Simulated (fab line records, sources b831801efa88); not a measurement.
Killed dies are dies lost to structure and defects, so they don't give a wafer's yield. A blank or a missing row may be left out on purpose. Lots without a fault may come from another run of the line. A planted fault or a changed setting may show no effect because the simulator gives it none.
Which tool did it? | flow gf180mcu | 6 lots, 18 wafers sampled, at 1 step of a route of 602

WHAT THE GAUGES READ, wafer by wafer
GF_POLY_GATE_THK_MEAS_17.
lot  | measured     | on            | POLY_GATE_OXIDATION_THK (nm)
L962 | day 10 10:41 | film_metro-02 | 4.03 4.01 4.07
L964 | day 10 22:55 | film_metro-03 | 4.14 4.16 4.04
L966 | day 11 06:17 | film_metro-03 | 4.06 4.04 4.06
L970 | day 12 16:16 | film_metro-01 | 4.02 4.03 4.07
L971 | day 13 05:35 | film_metro-01 | 4.01 3.85 4.00
L975 | day 14 03:07 | film_metro-03 | 3.97 3.94 4.02

WHICH TOOL RAN EACH LOT (tool, then ch and the chambers of the sampled wafers, then the start)
The record holds no process step before these readings.

THE ANSWER, worked out from the rows above alone
Rule: what is usual is taken from the lots themselves. Put in order of their means at a reading, lots are off if they are a third of the lots or fewer, leave a main group of 4 or more, and stand apart from it by a gap of 3 or more times the standard deviation of the main group's means; of several such gaps the widest counts. A main group whose means are all the same, to the digits that the tables above print for the reading, isn't used. A lot without any number at a reading at which 4 lots or more have one is off too. The other lots that the step has rows for count as sound.
No lot is off at any reading shown: from this, nothing can be told.

WHAT THE SIMULATOR HAD PUT IN
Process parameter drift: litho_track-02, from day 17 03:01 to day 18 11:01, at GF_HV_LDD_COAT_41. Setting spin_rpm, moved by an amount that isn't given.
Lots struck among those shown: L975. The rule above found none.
